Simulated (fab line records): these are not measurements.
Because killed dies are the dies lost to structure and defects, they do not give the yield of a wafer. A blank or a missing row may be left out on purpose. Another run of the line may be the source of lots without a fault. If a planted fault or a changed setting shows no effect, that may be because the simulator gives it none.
Which tool was responsible? || flow sfq-line || 14 lots, 42 wafers sampled, at 4 steps of a route of 325

WHAT THE GAUGES SHOWED, per wafer
No reading from a measuring or inspecting step in the record can be judged against a usual standard deviation.

TOOL THAT RAN EACH LOT (tool first, then ch and the chambers of the sampled wafers, then the start)
{"lot": "L263", "SFQ_TRILAYER_L0_CAP_PECVD_011": "pecvd-02 ch 1,2, day 4 14:10", "SFQ_TRILAYER_M3_ETCH_METAL_ETCH_078": "rie-metal-01 ch 0,1, day 30 09:20", "SFQ_TRILAYER_JJ_TRILAYER_DEP_SPUTTER_109": "pvd-sputter-04, day 48 18:04", "SFQ_TRILAYER_I7_METRO_MEASURE_185": "film-metro-02, day 82 07:48"}
{"lot": "L267", "SFQ_TRILAYER_L0_CAP_PECVD_011": "pecvd-03 ch 0,1,2, day 5 13:02", "SFQ_TRILAYER_M3_ETCH_METAL_ETCH_078": "rie-metal-02 ch 0, day 32 18:13", "SFQ_TRILAYER_JJ_TRILAYER_DEP_SPUTTER_109": "pvd-sputter-04, day 50 19:08", "SFQ_TRILAYER_I7_METRO_MEASURE_185": "film-metro-04, day 82 18:37"}
{"lot": "L268", "SFQ_TRILAYER_L0_CAP_PECVD_011": "pecvd-04 ch 0,1,2, day 5 21:27", "SFQ_TRILAYER_M3_ETCH_METAL_ETCH_078": "rie-metal-01 ch 0,1, day 34 18:55", "SFQ_TRILAYER_JJ_TRILAYER_DEP_SPUTTER_109": "pvd-sputter-06, day 51 01:08", "SFQ_TRILAYER_I7_METRO_MEASURE_185": "film-metro-04, day 86 13:43"}
{"lot": "L271", "SFQ_TRILAYER_L0_CAP_PECVD_011": "pecvd-02 ch 0,1,2, day 6 18:50", "SFQ_TRILAYER_M3_ETCH_METAL_ETCH_078": "rie-metal-01 ch 0,1, day 36 21:41", "SFQ_TRILAYER_JJ_TRILAYER_DEP_SPUTTER_109": "pvd-sputter-04, day 51 11:46", "SFQ_TRILAYER_I7_METRO_MEASURE_185": "film-metro-04, day 86 19:07"}
{"lot": "L273", "SFQ_TRILAYER_L0_CAP_PECVD_011": "pecvd-03 ch 0,1,2, day 7 05:24", "SFQ_TRILAYER_M3_ETCH_METAL_ETCH_078": "rie-metal-01 ch 0,1, day 37 04:39", "SFQ_TRILAYER_JJ_TRILAYER_DEP_SPUTTER_109": "pvd-sputter-03, day 51 20:10", "SFQ_TRILAYER_I7_METRO_MEASURE_185": "film-metro-01, day 87 01:19"}
{"lot": "L275", "SFQ_TRILAYER_L0_CAP_PECVD_011": "pecvd-04 ch 0,1,2, day 7 18:36", "SFQ_TRILAYER_M3_ETCH_METAL_ETCH_078": "rie-metal-03 ch 0,1, day 38 17:07", "SFQ_TRILAYER_JJ_TRILAYER_DEP_SPUTTER_109": "pvd-sputter-03, day 53 03:22", "SFQ_TRILAYER_I7_METRO_MEASURE_185": "film-metro-02, day 87 10:39"}
{"lot": "L276", "SFQ_TRILAYER_L0_CAP_PECVD_011": "pecvd-03 ch 0,1,2, day 8 00:36", "SFQ_TRILAYER_M3_ETCH_METAL_ETCH_078": "rie-metal-02 ch 0,1, day 38 20:43", "SFQ_TRILAYER_JJ_TRILAYER_DEP_SPUTTER_109": "pvd-sputter-03, day 53 10:11", "SFQ_TRILAYER_I7_METRO_MEASURE_185": "film-metro-04, day 87 16:39"}
{"lot": "L277", "SFQ_TRILAYER_L0_CAP_PECVD_011": "pecvd-04 ch 1,2, day 8 05:24", "SFQ_TRILAYER_M3_ETCH_METAL_ETCH_078": "rie-metal-02 ch 0,1, day 39 05:14", "SFQ_TRILAYER_JJ_TRILAYER_DEP_SPUTTER_109": "pvd-sputter-06, day 53 13:46", "SFQ_TRILAYER_I7_METRO_MEASURE_185": "film-metro-01, day 87 21:27"}
{"lot": "L279", "SFQ_TRILAYER_L0_CAP_PECVD_011": "pecvd-03 ch 0,2, day 8 16:12", "SFQ_TRILAYER_M3_ETCH_METAL_ETCH_078": "rie-metal-02 ch 0,1, day 39 10:47", "SFQ_TRILAYER_JJ_TRILAYER_DEP_SPUTTER_109": "pvd-sputter-04, day 53 23:22", "SFQ_TRILAYER_I7_METRO_MEASURE_185": "film-metro-01, day 88 04:39"}
{"lot": "L281", "SFQ_TRILAYER_L0_CAP_PECVD_011": "pecvd-02 ch 1,2, day 9 06:36", "SFQ_TRILAYER_M3_ETCH_METAL_ETCH_078": "rie-metal-02 ch 0,1, day 39 22:29", "SFQ_TRILAYER_JJ_TRILAYER_DEP_SPUTTER_109": "pvd-sputter-06, day 54 06:39", "SFQ_TRILAYER_I7_METRO_MEASURE_185": "film-metro-02, day 88 16:13"}
{"lot": "L282", "SFQ_TRILAYER_L0_CAP_PECVD_011": "pecvd-03 ch 0,1,2, day 9 11:24", "SFQ_TRILAYER_M3_ETCH_METAL_ETCH_078": "rie-metal-03 ch 0,1, day 40 00:53", "SFQ_TRILAYER_JJ_TRILAYER_DEP_SPUTTER_109": "pvd-sputter-04, day 54 07:46", "SFQ_TRILAYER_I7_METRO_MEASURE_185": "film-metro-04, day 88 23:33"}
{"lot": "L283", "SFQ_TRILAYER_L0_CAP_PECVD_011": "pecvd-02 ch 0,1,2, day 9 16:12", "SFQ_TRILAYER_M3_ETCH_METAL_ETCH_078": "rie-metal-02 ch 0, day 40 08:20", "SFQ_TRILAYER_JJ_TRILAYER_DEP_SPUTTER_109": "pvd-sputter-03, day 54 14:58", "SFQ_TRILAYER_I7_METRO_MEASURE_185": "film-metro-02, day 89 00:35"}
{"lot": "L284", "SFQ_TRILAYER_L0_CAP_PECVD_011": "pecvd-03 ch 1,2, day 9 22:12", "SFQ_TRILAYER_M3_ETCH_METAL_ETCH_078": "rie-metal-01 ch 0,1, day 40 23:13", "SFQ_TRILAYER_JJ_TRILAYER_DEP_SPUTTER_109": "pvd-sputter-03, day 54 22:46", "SFQ_TRILAYER_I7_METRO_MEASURE_185": "film-metro-04, day 89 06:23"}
{"lot": "L285", "SFQ_TRILAYER_L0_CAP_PECVD_011": "pecvd-03 ch 0,2, day 10 04:12", "SFQ_TRILAYER_M3_ETCH_METAL_ETCH_078": "rie-metal-03 ch 0,1, day 42 19:22", "SFQ_TRILAYER_JJ_TRILAYER_DEP_SPUTTER_109": "pvd-sputter-03, day 55 13:46", "SFQ_TRILAYER_I7_METRO_MEASURE_185": "film-metro-01, day 89 09:21"}
- SFQ_TRILAYER_L0_CAP_PECVD_011: deposits SiO2 from SiH4/N2O, time 13.333 s, target thk 60 nm.
- SFQ_TRILAYER_M3_ETCH_METAL_ETCH_078: etches Nb in Cl2/Ar, stops on SiO2, target depth 240 nm, time 120 s.
- SFQ_TRILAYER_JJ_TRILAYER_DEP_SPUTTER_109: material Nb, target thk 150 nm, time 100 s.
- SFQ_TRILAYER_I7_METRO_MEASURE_185

AS READ BY THE TOOLS THEMSELVES (means over the sampled wafers that have a number; for cases with no such wafer, the mark the record gives instead)
SFQ_TRILAYER_L0_CAP_PECVD_011.
{"lot": "L263", "tool": "pecvd-02", "heater-power-w (W)": 68, "throttle-valve-pct (%)": 24.6}
{"lot": "L267", "tool": "pecvd-03", "heater-power-w (W)": 103, "throttle-valve-pct (%)": 24.9}
{"lot": "L268", "tool": "pecvd-04", "heater-power-w (W)": 82, "throttle-valve-pct (%)": 25.6}
{"lot": "L271", "tool": "pecvd-02", "heater-power-w (W)": 72, "throttle-valve-pct (%)": 25.1}
{"lot": "L273", "tool": "pecvd-03", "heater-power-w (W)": 104, "throttle-valve-pct (%)": 25.0}
{"lot": "L275", "tool": "pecvd-04", "heater-power-w (W)": 75, "throttle-valve-pct (%)": 25.5}
{"lot": "L276", "tool": "pecvd-03", "heater-power-w (W)": 103, "throttle-valve-pct (%)": 25.0}
{"lot": "L277", "tool": "pecvd-04", "heater-power-w (W)": 74, "throttle-valve-pct (%)": 26.1}
{"lot": "L279", "tool": "pecvd-03", "heater-power-w (W)": 99, "throttle-valve-pct (%)": 25.6}
{"lot": "L281", "tool": "pecvd-02", "heater-power-w (W)": 69, "throttle-valve-pct (%)": 24.8}
{"lot": "L282", "tool": "pecvd-03", "heater-power-w (W)": 103, "throttle-valve-pct (%)": 25.2}
{"lot": "L283", "tool": "pecvd-02", "heater-power-w (W)": 68, "throttle-valve-pct (%)": 25.3}
{"lot": "L284", "tool": "pecvd-03", "heater-power-w (W)": 101, "throttle-valve-pct (%)": 24.4}
{"lot": "L285", "tool": "pecvd-03", "heater-power-w (W)": 95, "throttle-valve-pct (%)": 25.5}

SFQ_TRILAYER_M3_ETCH_METAL_ETCH_078.
{"lot": "L263", "tool": "rie-metal-01", "drypump-motor-current-A (A)": 5.7, "oes-product-au (a.u.)": 0.888}
{"lot": "L267", "tool": "rie-metal-02", "drypump-motor-current-A (A)": 5.7, "oes-product-au (a.u.)": 0.903}
{"lot": "L268", "tool": "rie-metal-01", "drypump-motor-current-A (A)": 5.5, "oes-product-au (a.u.)": 0.890}
{"lot": "L271", "tool": "rie-metal-01", "drypump-motor-current-A (A)": 5.7, "oes-product-au (a.u.)": 0.783}
{"lot": "L273", "tool": "rie-metal-01", "drypump-motor-current-A (A)": 5.6, "oes-product-au (a.u.)": 0.791}
{"lot": "L275", "tool": "rie-metal-03", "drypump-motor-current-A (A)": 5.4, "oes-product-au (a.u.)": 0.886}
{"lot": "L276", "tool": "rie-metal-02", "drypump-motor-current-A (A)": 5.3, "oes-product-au (a.u.)": 0.890}
{"lot": "L277", "tool": "rie-metal-02", "drypump-motor-current-A (A)": 5.4, "oes-product-au (a.u.)": 0.896}
{"lot": "L279", "tool": "rie-metal-02", "drypump-motor-current-A (A)": 5.0, "oes-product-au (a.u.)": 0.901}
{"lot": "L281", "tool": "rie-metal-02", "drypump-motor-current-A (A)": 5.0, "oes-product-au (a.u.)": 0.898}
{"lot": "L282", "tool": "rie-metal-03", "drypump-motor-current-A (A)": 5.3, "oes-product-au (a.u.)": 0.890}
{"lot": "L283", "tool": "rie-metal-02", "drypump-motor-current-A (A)": 5.7, "oes-product-au (a.u.)": 0.899}
{"lot": "L284", "tool": "rie-metal-01", "drypump-motor-current-A (A)": 5.7, "oes-product-au (a.u.)": 0.894}
{"lot": "L285", "tool": "rie-metal-03", "drypump-motor-current-A (A)": 5.3, "oes-product-au (a.u.)": 0.897}

SFQ_TRILAYER_JJ_TRILAYER_DEP_SPUTTER_109.
{"lot": "L263", "tool": "pvd-sputter-04", "throttle-valve-pct (%)": 29.5}
{"lot": "L267", "tool": "pvd-sputter-04", "throttle-valve-pct (%)": 30.6}
{"lot": "L268", "tool": "pvd-sputter-06", "throttle-valve-pct (%)": 30.5}
{"lot": "L271", "tool": "pvd-sputter-04", "throttle-valve-pct (%)": 29.8}
{"lot": "L273", "tool": "pvd-sputter-03", "throttle-valve-pct (%)": 30.7}
{"lot": "L275", "tool": "pvd-sputter-03", "throttle-valve-pct (%)": 30.1}
{"lot": "L276", "tool": "pvd-sputter-03", "throttle-valve-pct (%)": 30.4}
{"lot": "L277", "tool": "pvd-sputter-06", "throttle-valve-pct (%)": 29.8}
{"lot": "L279", "tool": "pvd-sputter-04", "throttle-valve-pct (%)": 29.9}
{"lot": "L281", "tool": "pvd-sputter-06", "throttle-valve-pct (%)": 29.9}
{"lot": "L282", "tool": "pvd-sputter-04", "throttle-valve-pct (%)": 30.5}
{"lot": "L283", "tool": "pvd-sputter-03", "throttle-valve-pct (%)": 30.1}
{"lot": "L284", "tool": "pvd-sputter-03", "throttle-valve-pct (%)": 31.0}
{"lot": "L285", "tool": "pvd-sputter-03", "throttle-valve-pct (%)": 30.7}

SFQ_TRILAYER_I7_METRO_MEASURE_185.
{"lot": "L263", "tool": "film-metro-02", "thk-nm (nm)": 199.3}
{"lot": "L267", "tool": "film-metro-04", "thk-nm (nm)": 200.3}
{"lot": "L268", "tool": "film-metro-04", "thk-nm (nm)": 200.2}
{"lot": "L271", "tool": "film-metro-04", "thk-nm (nm)": 199.6}
{"lot": "L273", "tool": "film-metro-01", "thk-nm (nm)": 201.8}
{"lot": "L275", "tool": "film-metro-02", "thk-nm (nm)": 201.3}
{"lot": "L276", "tool": "film-metro-04", "thk-nm (nm)": 199.4}
{"lot": "L277", "tool": "film-metro-01", "thk-nm (nm)": 200.9}
{"lot": "L279", "tool": "film-metro-01", "thk-nm (nm)": 201.7}
{"lot": "L281", "tool": "film-metro-02", "thk-nm (nm)": 199.6}
{"lot": "L282", "tool": "film-metro-04", "thk-nm (nm)": 199.6}
{"lot": "L283", "tool": "film-metro-02", "thk-nm (nm)": 199.3}
{"lot": "L284", "tool": "film-metro-04", "thk-nm (nm)": 200.2}
{"lot": "L285", "tool": "film-metro-01", "thk-nm (nm)": 200.7}

THE ANSWER, worked out from the rows above alone
Rule: usual is defined by the lots themselves. Put in order of their means at a reading, lots are off if they are a third of the lots or fewer, leave a main group of 4 or more, and stand apart from it by a gap of 3 or more times the standard deviation of the main group's means; of several such gaps the widest counts. A main group whose means are all the same, to the digits that the tables above print for the reading, isn't used. A lot without any number at a reading at which 4 lots or more have one is off too. Where the step has rows for the other lots, those lots are counted as sound. The gauges are gone through in route order, then the tools' own readings, and for those a lot's mean is taken as printed above. The first step at which some lot is off is used, and at that step the reading that is off furthest; a lot without a number counts as furthest.
Off: L271, L273, at SFQ_TRILAYER_M3_ETCH_METAL_ETCH_078 (oes-product-au). Mean 0.894 a.u. and standard deviation 0.0052 in the main group.
If a tool, at that step or one of the process steps before it, ran each lot that is off and ran no sound lot following the first of them, it fits. Not one of the candidates tried fits.

WHAT THE SIMULATOR HAD INSERTED
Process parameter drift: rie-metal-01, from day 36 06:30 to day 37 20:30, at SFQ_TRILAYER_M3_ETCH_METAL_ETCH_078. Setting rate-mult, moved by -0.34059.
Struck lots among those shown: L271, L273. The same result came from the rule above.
